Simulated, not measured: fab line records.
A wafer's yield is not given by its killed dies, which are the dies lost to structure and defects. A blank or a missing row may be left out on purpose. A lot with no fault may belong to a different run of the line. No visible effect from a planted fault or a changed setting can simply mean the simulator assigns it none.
fab line records	flow sky130
record: lots: 13	wafers: 39	lastDay: 50
route steps=708 shown VT_ADJUST_HVTR@141 SONOS_TUNNEL@160 SONOS_ONO@169 PAD_OPEN@708
lots with no fault: from the same line, run without faults
startH: the number of hours between the record's first day and the start of the first shown wafer of the lot	waitH: hours from the lot's prior step to this one	" unchanged from the row above	L1.1+2: a row that stands for several wafers	- no value present, or no start provided	* or withheld: withheld	< > ~ a bound
route shown NAME@n: NAME is a module with steps in the file, n the number in the route of the first one	usual: average and standard deviation across the fault-free wafers	same: alike in all rows	chamber/n: place in a boat	sites: the reading at each site	_std_site: the values' standard deviation	_edge_site: mean of outer sites minus mean of inner sites	radiusMm: how far each site lies from the wafer's centre	mask NAME#n: copy n	behind: the tool/chamber that last shaped the wafer	hold: what put the lot on hold/how long, in hours/how the hold closed	device: transistor that didn't switch, given as n, p or np	end of line: the route-end tests of the same wafers	a step without rows: its recipe alone	killed: count of dies lost to structure and defects at first sort (not the wafer's yield)	map: a wafer's dies, marking killed ones x, the rest . and places with no die _
set.NAME: setting as actually run; set.NAME@STEP: the setting as run at that earlier step	model.NAME: the simulator's own value behind a step, which no gauge read
steps of the route over a sample of lots; a table a step, a row a wafer
services: from which hour (startH, from the record's first day; less than 0 if before it) a tool's chamber was out of use, for how many hours, and why
== steps ==
step: SKY_VT_ADJUST_HVTR_STRIP_10
recipe: chemistry: O2/N2	powerW: 1400	pressureMtorr: 1500	platenTempC: withheld	o2FlowSccm: 3000	n2FlowSccm: 300	overashFraction: 0.5
usual: drypumpMotorCurrentA: 5.5/0.45	oesProductAu: 0.715/0.0045	stripTimeToEndpointS: 14.18/0.05
lot.wafer	tool	chamber	startH	waitH	drypumpMotorCurrentA	oesProductAu	rfHoursCounterH	stripTimeToEndpointS
L749.2	plasmaAsher-03	1	196.83	0.1	5.8	0.723	38	14.19
L749.3	"	0	"	"	5.4	0.714	-	14.18
L749.4	"	1	"	"	5.8	0.720	-	14.24
L750.1	plasmaAsher-01	1	205.88	0.1	6.2	0.713	53	14.14
L750.5	"	0	"	"	4.8	0.717	-	14.14
L750.6	"	1	"	"	6.2	0.726	-	14.13
L752.1	plasmaAsher-01	0	216.38	0.1	4.8	0.711	53	14.21
L752.4	"	1	"	"	6.2	0.712	-	14.14
L752.6	"	0	"	"	4.8	0.710	-	14.13
L753.2	plasmaAsher-01	1	226.38	0.1	6.2	0.711	54	14.17
L753.3	"	0	"	"	4.8	0.722	-	14.19
L753.6	"	1	"	"	6.2	0.721	-	14.14
L754.1	plasmaAsher-02	1	228.93	0.1	5.4	0.709	11	14.12
L754.2	"	0	"	"	5.3	0.713	11	14.14
L754.3	"	0	"	"	5.3	0.716	-	14.13
L755.1	plasmaAsher-02	0	240.56	0.1	5.3	0.713	12	14.07
L755.3	"	0	"	"	5.3	0.725	-	14.15
L755.4	"	1	"	"	5.4	0.716	-	14.14
L756.2	plasmaAsher-01	1	248.93	0.1	6.2	0.717	57	14.15
L756.3	"	0	"	"	4.8	0.717	-	14.18
L756.4	"	1	"	"	6.2	0.709	-	14.12
L757.2	plasmaAsher-03	0	254.31	0.1	5.4	0.717	43	14.13
L757.4	"	1	"	"	5.8	0.709	-	14.09
L757.6	"	0	"	"	5.4	0.713	-	14.08
L762.1	plasmaAsher-02	0	292.64	0.1	5.3	0.720	17	14.23
L762.3	"	0	"	"	5.3	0.718	-	14.25
L762.4	"	1	"	"	5.4	0.729	-	14.25
L765.1	plasmaAsher-02	0	319.61	0.1	5.3	0.709	20	14.11
L765.2	"	1	"	"	5.3	0.717	20	14.15
L765.6	"	0	"	"	5.3	0.720	-	14.08
L766.2	plasmaAsher-03	0	325.76	0.1	5.4	0.712	50	14.17
L766.3	"	0	"	"	5.4	0.711	-	14.20
L766.6	"	1	"	"	5.7	0.711	-	14.28
L769.1	plasmaAsher-03	1	354.30	0.1	5.7	0.716	53	14.17
L769.5	"	0	"	"	5.4	0.713	-	14.17
L769.6	"	1	"	"	5.8	0.709	-	14.14
L771.3	plasmaAsher-02	1	361.39	0.1	5.4	0.721	-	14.28
L771.4	"	0	"	"	5.3	0.713	-	14.26
L771.6	"	0	"	"	5.3	0.713	-	14.26
step: SKY_SONOS_TUNNEL_DEVELOP_06
recipe: resist: NOVOLAK	developer: TMAH	developTimeS: 60	devTempC: 23
usual: chillPlateTempC: 23.02/0.12	developerTempC: 23.01/0.1
lot.wafer	tool	chamber	startH	waitH	chillPlateTempC	developerTempC
L749.2	lithoTrack-02	0	240.62	0.1	23.06	23.06
L749.3	"	0	"	"	23.00	23.14
L749.4	"	0	"	"	23.04	23.22
L750.1	lithoTrack-02	0	251.84	0.1	22.80	23.20
L750.5	"	0	"	"	23.00	23.08
L750.6	"	0	"	"	23.07	23.23
L752.1	lithoTrack-02	0	263.54	0.1	23.05	22.90
L752.4	"	0	"	"	23.10	22.79
L752.6	"	0	"	"	23.16	22.86
L753.2	lithoTrack-03	0	274.48	0.1	22.99	22.92
L753.3	"	0	"	"	22.95	22.81
L753.6	"	0	"	"	23.00	22.85
L754.1	lithoTrack-02	0	277.84	0.1	22.88	20.66
L754.2	"	0	"	"	22.85	20.69
L754.3	"	0	"	"	22.96	20.54
L755.1	lithoTrack-03	0	290.85	0.1	23.04	22.97
L755.3	"	0	"	"	23.15	22.86
L755.4	"	0	"	"	23.07	22.99
L756.2	lithoTrack-02	0	298.47	0.1	23.11	20.69
L756.3	"	0	"	"	23.03	20.75
L756.4	"	0	"	"	23.11	20.73
L757.2	lithoTrack-01	0	303.58	0.1	22.98	22.95
L757.4	"	0	"	"	22.98	22.92
L757.6	"	0	"	"	22.95	22.96
L762.1	lithoTrack-01	0	343.96	0.1	23.13	22.97
L762.3	"	0	"	"	23.11	23.14
L762.4	"	0	"	"	22.92	23.01
L765.1	lithoTrack-03	0	374.50	0.1	23.03	22.93
L765.2	"	0	"	"	23.28	22.94
L765.6	"	0	"	"	23.28	23.02
L766.2	lithoTrack-02	0	380.77	0.1	23.02	22.88
L766.3	"	0	"	"	23.00	23.02
L766.6	"	0	"	"	22.96	23.00
L769.1	lithoTrack-01	0	410.95	0.1	23.07	22.93
L769.5	"	0	"	"	22.97	22.95
L769.6	"	0	"	"	23.05	22.91
L771.3	lithoTrack-03	0	420.80	0.1	22.79	22.99
L771.4	"	0	"	"	23.02	23.05
L771.6	"	0	"	"	23.11	23.15
step: SKY_SONOS_TUNNEL_CD_MEAS_07
recipe: targetCdNm: 410
usual: cdNm: 410.5/2.1
lot.wafer	tool	chamber	startH	waitH	cdNm
L749.2	cdSem-02	-	240.76	0.1	410.5
L749.3	"	-	"	"	410.4
L749.4	"	-	"	"	410.9
L750.1	cdSem-01	-	251.99	0.1	410.0
L750.5	"	-	"	"	410.8
L750.6	"	-	"	"	410.7
L752.1	cdSem-02	-	263.69	0.1	411.9
L752.4	"	-	"	"	408.5
L752.6	"	-	"	"	411.2
L753.2	cdSem-02	-	274.62	0.1	411.1
L753.3	"	-	"	"	412.1
L753.6	"	-	"	"	412.4
L754.1	cdSem-02	-	277.99	0.1	414.8
L754.2	"	-	"	"	415.5
L754.3	"	-	"	"	415.7
L755.1	cdSem-02	-	291.00	0.1	407.9
L755.3	"	-	"	"	409.3
L755.4	"	-	"	"	409.3
L756.2	cdSem-02	-	298.61	0.1	418.4
L756.3	"	-	"	"	417.6
L756.4	"	-	"	"	417.3
L757.2	cdSem-02	-	303.73	0.1	407.3
L757.4	"	-	"	"	407.3
L757.6	"	-	"	"	408.9
L762.1	cdSem-01	-	344.11	0.1	409.6
L762.3	"	-	"	"	408.5
L762.4	"	-	"	"	408.5
L765.1	cdSem-01	-	374.65	0.1	410.0
L765.2	"	-	"	"	412.0
L765.6	"	-	"	"	410.7
L766.2	cdSem-01	-	380.91	0.1	413.0
L766.3	"	-	"	"	411.3
L766.6	"	-	"	"	411.0
L769.1	cdSem-01	-	411.10	0.1	409.0
L769.5	"	-	"	"	408.1
L769.6	"	-	"	"	407.2
L771.3	cdSem-02	-	420.94	0.1	410.0
L771.4	"	-	"	"	410.0
L771.6	"	-	"	"	408.4
step: SKY_SONOS_TUNNEL_OVL_MEAS_08
usual: SONOS_TUNNEL_OVL: 0.2/1.4
lot.wafer	tool	chamber	startH	waitH	SONOS_TUNNEL_OVL[nm]
L749.2	overlay-02	-	240.87	0.1	-1.8
L749.3	"	-	"	"	-1.8
L749.4	"	-	"	"	0.0
L750.1	overlay-01	-	252.11	0.1	1.1
L750.5	"	-	"	"	0.0
L750.6	"	-	"	"	0.6
L752.1	overlay-02	-	263.81	0.1	-0.3
L752.4	"	-	"	"	-2.0
L752.6	"	-	"	"	-1.1
L753.2	overlay-02	-	274.73	0.1	0.8
L753.3	"	-	"	"	0.9
L753.6	"	-	"	"	1.7
L754.1	overlay-01	-	278.11	0.1	0.0
L754.2	"	-	"	"	0.1
L754.3	"	-	"	"	0.3
L755.1	overlay-02	-	291.12	0.1	-2.0
L755.3	"	-	"	"	0.0
L755.4	"	-	"	"	0.5
L756.2	overlay-02	-	298.72	0.1	1.2
L756.3	"	-	"	"	0.8
L756.4	"	-	"	"	1.0
L757.2	overlay-02	-	303.83	0.1	5.1
L757.4	"	-	"	"	2.1
L757.6	"	-	"	"	2.8
L762.1	overlay-01	-	344.23	0.1	-2.2
L762.3	"	-	"	"	-4.1
L762.4	"	-	"	"	-2.2
L765.1	overlay-01	-	374.77	0.1	-2.1
L765.2	"	-	"	"	-0.5
L765.6	"	-	"	"	-0.8
L766.2	overlay-01	-	381.02	0.1	1.7
L766.3	"	-	"	"	0.7
L766.6	"	-	"	"	1.5
L769.1	overlay-02	-	411.22	0.1	-0.8
L769.5	"	-	"	"	0.5
L769.6	"	-	"	"	0.4
L771.3	overlay-01	-	421.03	0.1	0.9
L771.4	"	-	"	"	-0.4
L771.6	"	-	"	"	0.9
step: SKY_SONOS_ONO_THK_MEAS_01
recipe: reads: SiO2_of_SONOS_ONO_OXIDATION_00
usual: SONOS_ONO_OXIDATION_THK: 2.61/0.061
lot.wafer	tool	chamber	startH	waitH	SONOS_ONO_OXIDATION_THK[nm]
L749.2	filmMetro-01	-	245.99	0.0	2.60
L749.3	"	-	"	"	2.59
L749.4	"	-	"	"	2.63
L750.1	filmMetro-04	-	255.70	0.0	2.59
L750.5	"	-	"	"	2.61
L750.6	"	-	"	"	2.55
L752.1	filmMetro-04	-	266.46	0.0	2.62
L752.4	"	-	"	"	2.54
L752.6	"	-	"	"	2.65
L754.1	filmMetro-02	-	280.06	0.0	2.60
L754.2	"	-	"	"	2.64
L754.3	"	-	"	"	2.60
L753.2	filmMetro-01	-	280.07	0.0	2.61
L753.3	"	-	"	"	2.66
L753.6	"	-	"	"	2.74
L755.1	filmMetro-01	-	295.82	0.0	2.62
L755.3	"	-	"	"	2.61
L755.4	"	-	"	"	2.65
L756.2	filmMetro-02	-	301.28	0.0	2.58
L756.3	"	-	"	"	2.57
L756.4	"	-	"	"	2.65
L757.2	filmMetro-01	-	307.06	0.0	2.66
L757.4	"	-	"	"	2.68
L757.6	"	-	"	"	2.65
L762.1	filmMetro-04	-	346.93	0.0	2.49
L762.3	"	-	"	"	2.52
L762.4	"	-	"	"	2.59
L765.1	filmMetro-04	-	377.11	0.0	2.63
L765.2	"	-	"	"	2.69
L765.6	"	-	"	"	2.53
L766.2	filmMetro-01	-	383.70	0.0	2.63
L766.3	"	-	"	"	2.61
L766.6	"	-	"	"	2.60
L769.1	filmMetro-01	-	413.69	0.0	2.52
L769.5	"	-	"	"	2.55
L769.6	"	-	"	"	2.49
L771.3	filmMetro-01	-	425.51	0.0	2.70
L771.4	"	-	"	"	2.62
L771.6	"	-	"	"	2.66
step: SKY_PAD_OPEN_PROBE_99
usual: killed_at_M0_to_M3: 43/7	killed_at_M4_up: 3.5/1.9	killedAtContacts: 24/5.3	killedAtFrontEnd: 15/4.4	killedAtOther: 0.3/0.69	killedDies: 87/9.7	killedOpen: 48/7	killedShort: 39/6.4
same: grossDies: 492	killedAtBackSide: 0
lot.wafer	tool	chamber	startH	waitH	killed_at_M0_to_M3	killed_at_M4_up	killedAtContacts	killedAtFrontEnd	killedAtOther	killedDies	killedOpen	killedShort
L749.2	prober-02	-	1073.61	0.1	25	6	23	19	0	73	41	32
L749.3	prober-02	-	1073.66	0.2	44	4	23	13	0	84	50	34
L749.4	prober-02	-	1073.71	0.2	31	6	17	15	1	70	35	35
L752.1	prober-01	-	1082.62	0.1	35	7	28	11	0	81	50	30
L752.4	prober-01	-	1082.77	0.2	38	1	23	16	1	79	51	27
L752.6	prober-01	-	1082.87	0.2	30	2	27	13	2	74	38	35
L750.1	prober-02	-	1084.54	0.1	61	5	29	9	0	104	50	53
L750.5	prober-02	-	1084.74	0.2	43	2	25	20	0	90	51	39
L750.6	prober-02	-	1084.79	0.2	43	7	35	16	0	101	56	44
L753.2	prober-02	-	1094.12	0.1	40	2	27	18	0	87	50	36
L753.3	prober-02	-	1094.17	0.2	47	5	26	14	1	93	42	50
L753.6	prober-02	-	1094.32	0.2	37	2	29	11	0	79	40	37
L754.1	prober-01	-	1102.39	0.1	53	7	20	18	0	98	54	44
L754.2	prober-01	-	1102.44	0.1	35	8	22	12	0	77	39	38
L754.3	prober-01	-	1102.49	0.2	47	5	14	21	0	87	37	50
L755.1	prober-02	-	1108.73	0.1	54	8	24	14	0	100	52	46
L755.3	prober-02	-	1108.83	0.2	43	2	18	16	2	81	38	40
L755.4	prober-02	-	1108.88	0.2	35	2	27	11	2	77	38	38
L756.2	prober-01	-	1118.28	0.1	39	7	22	20	0	88	55	33
L756.3	prober-01	-	1118.33	0.2	53	1	34	8	0	96	57	39
L756.4	prober-01	-	1118.38	0.2	44	2	26	18	0	90	54	36
L757.2	prober-02	-	1121.35	0.1	44	3	20	17	1	85	47	38
L757.4	prober-02	-	1121.45	0.2	34	3	19	11	0	67	41	26
L757.6	prober-02	-	1121.55	0.2	46	3	29	12	0	90	44	46
L762.1	prober-01	-	1154.37	0.1	45	3	13	15	1	77	41	36
L762.3	prober-01	-	1154.47	0.2	51	6	21	8	0	86	47	38
L762.4	prober-01	-	1154.52	0.2	57	1	25	13	0	96	48	47
L765.1	prober-01	-	1164.07	0.1	45	3	25	14	0	87	45	42
L765.2	prober-01	-	1164.12	0.1	43	4	23	17	1	88	38	49
L765.6	prober-01	-	1164.32	0.2	44	4	18	18	0	84	44	40
L766.2	prober-02	-	1168.92	0.1	56	1	11	28	2	98	56	41
L766.3	prober-02	-	1168.97	0.2	44	4	22	17	0	87	54	31
L766.6	prober-02	-	1169.12	0.2	42	3	26	21	1	93	44	47
L769.1	prober-01	-	1188.77	0.1	40	4	19	12	0	75	44	30
L769.5	prober-01	-	1188.97	0.2	40	3	27	18	0	88	51	37
L769.6	prober-01	-	1189.02	0.2	44	1	33	14	0	92	59	33
L771.3	prober-01	-	1194.64	0.2	41	7	25	12	0	85	40	45
L771.4	prober-01	-	1194.69	0.2	47	4	28	10	0	89	53	36
L771.6	prober-01	-	1194.79	0.2	43	2	18	14	0	77	42	35
killed by level:class
L749.2 VIA1:geometricParticle:open=8 LI_CONTACT:geometricParticle:open=7 LOCAL_INTERCONNECT:geometricParticle:short=7 CONTACT:geometricParticle:open=7 FIELD_ISO:geometricParticle:short=6 FIELD_ISO:geometricParticle:open=5 POLY_GATE:geometricParticle:short=4 VIA3:geometricParticle:open=4
L749.3 VIA1:geometricParticle:open=13 CONTACT:geometricParticle:open=10 VIA3:geometricParticle:open=6 VIA2:geometricParticle:open=5 FIELD_ISO:geometricParticle:open=4 POLY_GATE:geometricParticle:open=4 LI_CONTACT:geometricParticle:open=4 VIA3:geometricParticle:short=4
L749.4 CONTACT:geometricParticle:open=7 VIA1:geometricParticle:open=7 VIA3:geometricParticle:open=6 POLY_GATE:geometricParticle:short=5 CONTACT:geometricParticle:short=5 POLY_GATE:geometricParticle:open=4 METAL1:geometricParticle:short=4 VIA2:geometricParticle:open=4
L752.1 CONTACT:geometricParticle:open=13 VIA3:geometricParticle:open=8 VIA1:geometricParticle:open=8 VIA2:geometricParticle:open=6 CONTACT:geometricParticle:short=5 LI_CONTACT:geometricParticle:open=5 VIA1:geometricParticle:short=5 LI_CONTACT:geometricParticle:short=4
L752.4 VIA1:geometricParticle:open=13 CONTACT:geometricParticle:open=10 LI_CONTACT:geometricParticle:open=8 VIA2:geometricParticle:open=7 METAL1:geometricParticle:short=4 METAL2:geometricParticle:short=4 FIELD_ISO:geometricParticle:open=3 POLY_GATE:geometricParticle:open=3
L752.6 CONTACT:geometricParticle:open=14 METAL1:geometricParticle:short=7 VIA1:geometricParticle:open=6 CONTACT:geometricParticle:short=5 METAL2:geometricParticle:short=5 LI_CONTACT:geometricParticle:open=4 METAL3:geometricParticle:short=4 SPACER:geometricParticle:open=3
L750.1 CONTACT:geometricParticle:open=11 METAL2:geometricParticle:short=10 VIA1:geometricParticle:open=10 METAL1:geometricParticle:short=8 VIA3:geometricParticle:open=8 LOCAL_INTERCONNECT:geometricParticle:short=7 LI_CONTACT:geometricParticle:open=6 VIA2:geometricParticle:open=5
L750.5 VIA3:geometricParticle:open=12 VIA1:geometricParticle:open=11 LI_CONTACT:geometricParticle:open=7 CONTACT:geometricParticle:short=7 CONTACT:geometricParticle:open=6 METAL1:geometricParticle:short=5 FIELD_ISO:geometricParticle:short=4 POLY_GATE:geometricParticle:short=4
L750.6 CONTACT:geometricParticle:open=16 VIA2:geometricParticle:open=9 LI_CONTACT:geometricParticle:open=7 VIA1:geometricParticle:open=7 CONTACT:geometricParticle:short=6 METAL1:geometricParticle:short=6 METAL2:geometricParticle:short=5 VIA3:geometricParticle:open=5
L753.2 VIA1:geometricParticle:open=13 CONTACT:geometricParticle:open=12 VIA3:geometricParticle:open=7 LI_CONTACT:geometricParticle:open=7 POLY_GATE:geometricParticle:short=5 VIA1:geometricParticle:short=5 VIA2:geometricParticle:short=5 FIELD_ISO:geometricParticle:short=4
L753.3 CONTACT:geometricParticle:short=11 METAL1:geometricParticle:short=8 VIA1:geometricParticle:open=8 METAL2:geometricParticle:short=8 VIA2:geometricParticle:open=7 CONTACT:geometricParticle:open=6 VIA3:geometricParticle:open=6 FIELD_ISO:geometricParticle:open=5
L753.6 CONTACT:geometricParticle:open=10 LI_CONTACT:geometricParticle:open=8 METAL1:geometricParticle:short=7 VIA2:geometricParticle:open=7 LI_CONTACT:geometricParticle:short=5 METAL2:geometricParticle:short=5 POLY_GATE:geometricParticle:short=4 CONTACT:geometricParticle:short=4
L754.1 VIA1:geometricParticle:open=18 VIA2:geometricParticle:open=9 VIA3:geometricParticle:open=8 LOCAL_INTERCONNECT:geometricParticle:short=8 VIA1:geometricParticle:short=6 METAL4:geometricParticle:short=5 POLY_GATE:geometricParticle:short=4 POLY_GATE:geometricParticle:open=4
L754.2 VIA1:geometricParticle:open=7 CONTACT:geometricParticle:open=6 LI_CONTACT:geometricParticle:open=6 VIA3:geometricParticle:open=6 METAL4:geometricParticle:short=6 METAL2:geometricParticle:short=5 FIELD_ISO:geometricParticle:open=4 LOCAL_INTERCONNECT:geometricParticle:short=4
L754.3 VIA1:geometricParticle:open=10 VIA1:geometricParticle:short=7 METAL2:geometricParticle:short=7 FIELD_ISO:geometricParticle:short=5 METAL1:geometricParticle:short=5 VIA2:geometricParticle:open=5 POLY_GATE:geometricParticle:open=4 SPACER:geometricParticle:open=4
L755.1 VIA1:geometricParticle:open=11 VIA3:geometricParticle:open=8 CONTACT:geometricParticle:open=8 METAL1:geometricParticle:short=7 LOCAL_INTERCONNECT:geometricParticle:short=6 VIA2:geometricParticle:open=6 METAL4:geometricParticle:short=5 METAL2:geometricParticle:short=5
L755.3 VIA1:geometricParticle:short=8 VIA3:geometricParticle:open=8 VIA1:geometricParticle:open=7 METAL2:geometricParticle:short=7 METAL1:geometricParticle:short=5 CONTACT:geometricParticle:open=5 LI_CONTACT:geometricParticle:open=4 VIA2:geometricParticle:short=4
L755.4 CONTACT:geometricParticle:open=12 VIA1:geometricParticle:open=10 VIA2:geometricParticle:open=7 LOCAL_INTERCONNECT:geometricParticle:short=5 METAL1:geometricParticle:short=4 LI_CONTACT:geometricParticle:short=4 METAL3:geometricParticle:short=4 POLY_GATE:geometricParticle:short=3
L756.2 VIA3:geometricParticle:open=9 CONTACT:geometricParticle:open=8 LI_CONTACT:geometricParticle:open=6 FIELD_ISO:geometricParticle:open=6 VIA1:geometricParticle:short=6 VIA2:geometricParticle:open=6 FIELD_ISO:geometricParticle:short=5 POLY_GATE:geometricParticle:open=4
L756.3 VIA3:geometricParticle:open=15 CONTACT:geometricParticle:open=13 LI_CONTACT:geometricParticle:open=10 VIA1:geometricParticle:open=6 METAL1:geometricParticle:short=6 VIA2:geometricParticle:open=5 CONTACT:geometricParticle:short=5 METAL2:geometricParticle:short=5
L756.4 CONTACT:geometricParticle:open=12 VIA1:geometricParticle:open=11 METAL1:geometricParticle:short=7 FIELD_ISO:geometricParticle:short=6 FIELD_ISO:geometricParticle:open=6 VIA2:geometricParticle:open=6 LI_CONTACT:geometricParticle:open=5 VIA3:geometricParticle:open=5
L757.2 VIA3:geometricParticle:open=10 METAL1:geometricParticle:short=9 CONTACT:geometricParticle:open=7 VIA1:geometricParticle:open=7 VIA1:geometricParticle:short=7 VIA2:geometricParticle:open=6 POLY_GATE:geometricParticle:short=5 LI_CONTACT:geometricParticle:open=5
L757.4 VIA1:geometricParticle:open=9 CONTACT:geometricParticle:open=7 VIA3:geometricParticle:open=7 CONTACT:geometricParticle:short=6 POLY_GATE:geometricParticle:short=4 LI_CONTACT:geometricParticle:open=4 METAL2:geometricParticle:short=4 VIA2:geometricParticle:open=4
L757.6 CONTACT:geometricParticle:open=13 VIA3:geometricParticle:open=9 VIA1:geometricParticle:open=8 CONTACT:geometricParticle:short=7 METAL1:geometricParticle:short=6 METAL2:geometricParticle:short=5 FIELD_ISO:geometricParticle:short=4 LI_CONTACT:geometricParticle:open=4
L762.1 METAL2:geometricParticle:short=8 VIA2:geometricParticle:open=8 VIA1:geometricParticle:open=7 METAL1:geometricParticle:short=7 CONTACT:geometricParticle:open=5 VIA3:geometricParticle:open=5 FIELD_ISO:geometricParticle:open=4 FIELD_ISO:geometricParticle:short=4
L762.3 VIA1:geometricParticle:open=17 CONTACT:geometricParticle:open=9 METAL1:geometricParticle:short=6 CONTACT:geometricParticle:short=5 VIA3:geometricParticle:open=5 VIA1:geometricParticle:short=4 VIA3:geometricParticle:short=4 FIELD_ISO:geometricParticle:short=3
L762.4 VIA1:geometricParticle:open=15 METAL1:geometricParticle:short=9 CONTACT:geometricParticle:open=8 METAL2:geometricParticle:short=6 VIA2:geometricParticle:open=6 VIA3:geometricParticle:open=6 LI_CONTACT:geometricParticle:open=5 LOCAL_INTERCONNECT:geometricParticle:short=5
L765.1 VIA1:geometricParticle:open=12 CONTACT:geometricParticle:open=11 METAL2:geometricParticle:short=10 LI_CONTACT:geometricParticle:open=6 FIELD_ISO:geometricParticle:open=5 METAL3:geometricParticle:short=5 VIA1:geometricParticle:short=5 CONTACT:geometricParticle:short=4
L765.2 VIA2:geometricParticle:open=10 LOCAL_INTERCONNECT:geometricParticle:short=7 METAL2:geometricParticle:short=7 CONTACT:geometricParticle:open=6 VIA3:geometricParticle:open=6 VIA1:geometricParticle:open=5 CONTACT:geometricParticle:short=5 POLY_GATE:geometricParticle:open=4
L765.6 CONTACT:geometricParticle:open=8 METAL2:geometricParticle:short=8 FIELD_ISO:geometricParticle:open=7 METAL1:geometricParticle:short=7 VIA1:geometricParticle:open=6 VIA2:geometricParticle:open=5 CONTACT:geometricParticle:short=5 METAL3:geometricParticle:short=5
L766.2 VIA1:geometricParticle:open=9 VIA3:geometricParticle:open=9 VIA2:geometricParticle:open=9 METAL2:geometricParticle:short=8 FIELD_ISO:geometricParticle:open=6 POLY_GATE:geometricParticle:short=6 POLY_GATE:geometricParticle:open=5 METAL1:geometricParticle:short=5
L766.3 VIA3:geometricParticle:open=9 VIA1:geometricParticle:open=8 CONTACT:geometricParticle:open=7 LI_CONTACT:geometricParticle:open=6 VIA2:geometricParticle:open=6 POLY_GATE:geometricParticle:short=4 VIA2:geometricParticle:short=4 CONTACT:geometricParticle:short=4
L766.6 CONTACT:geometricParticle:open=13 POLY_GATE:geometricParticle:short=8 VIA1:geometricParticle:open=8 METAL1:geometricParticle:short=7 VIA3:geometricParticle:short=6 POLY_GATE:geometricParticle:open=5 VIA1:geometricParticle:short=5 VIA2:geometricParticle:open=5
L769.1 VIA3:geometricParticle:open=10 LI_CONTACT:geometricParticle:open=7 VIA2:geometricParticle:open=7 VIA1:geometricParticle:open=5 FIELD_ISO:geometricParticle:open=4 VIA2:geometricParticle:short=4 METAL1:geometricParticle:short=4 CONTACT:geometricParticle:open=4
L769.5 VIA1:geometricParticle:open=12 CONTACT:geometricParticle:short=8 POLY_GATE:geometricParticle:open=7 CONTACT:geometricParticle:open=7 LI_CONTACT:geometricParticle:open=6 VIA3:geometricParticle:open=6 METAL2:geometricParticle:short=5 FIELD_ISO:geometricParticle:short=4
L769.6 CONTACT:geometricParticle:open=16 VIA1:geometricParticle:open=13 LI_CONTACT:geometricParticle:open=10 METAL2:geometricParticle:short=6 VIA3:geometricParticle:open=6 POLY_GATE:geometricParticle:short=5 METAL1:geometricParticle:short=5 VIA2:geometricParticle:open=5
L771.3 VIA2:geometricParticle:open=9 METAL4:geometricParticle:short=7 CONTACT:geometricParticle:open=6 CONTACT:geometricParticle:short=6 VIA3:geometricParticle:short=6 VIA1:geometricParticle:open=6 VIA3:geometricParticle:open=6 POLY_GATE:geometricParticle:short=5
L771.4 CONTACT:geometricParticle:open=13 VIA1:geometricParticle:open=13 VIA3:geometricParticle:open=8 VIA2:geometricParticle:open=6 CONTACT:geometricParticle:short=6 LI_CONTACT:geometricParticle:open=4 VIA1:geometricParticle:short=4 METAL2:geometricParticle:short=4
L771.6 VIA1:geometricParticle:open=12 CONTACT:geometricParticle:open=8 LI_CONTACT:geometricParticle:open=7 METAL2:geometricParticle:short=7 METAL1:geometricParticle:short=6 POLY_GATE:geometricParticle:short=5 VIA3:geometricParticle:open=5 FIELD_ISO:geometricParticle:short=4
== services ==
tool	chamber	startH	hours	kind
plasmaAsher-02	-	327.33	0.5	repair
== key ==
firstSign: step: SKY_SONOS_TUNNEL_DEVELOP_06	reading: developerTempC	direction: down	sigmas: 23	usual: *	struck: *
effect: step: SKY_SONOS_TUNNEL_CD_MEAS_07	reading: cdNm	direction: up	sigmas: 2.9	usual: 410.5	struck: 416.6	through: controlLoop
metAt SKY_SONOS_TUNNEL_DEVELOP_06
struckLots L754,L756
testerLeftOut L754,L756
loopTrim: step: SKY_SONOS_TUNNEL_EXPOSE_04	setting: dose	lots: L756
notActingAt SKY_VT_ADJUST_HVTR_STRIP_10,SKY_SONOS_TUNNEL_OVL_MEAS_08,SKY_SONOS_ONO_THK_MEAS_01
onsetBetween 263.54 277.84
fault: kind: processParameterDrift	tool: lithoTrack-02	chamber: -	onsetH: 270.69	steps: SKY_SONOS_TUNNEL_DEVELOP_06	channel: devTempC	offset: *	shape: step	endH: 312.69	actsIn: *	stated: *
testerLeftOut: of these lots the tester's yield and bins aren't shown, on N5 and GAA mostly nor the transistor test; their killed dies are dies lost to structure and defects alone, not to doping, threshold or leakage, so they don't give the yield
loopTrim: a control loop set the setting to another value than it would have without faults
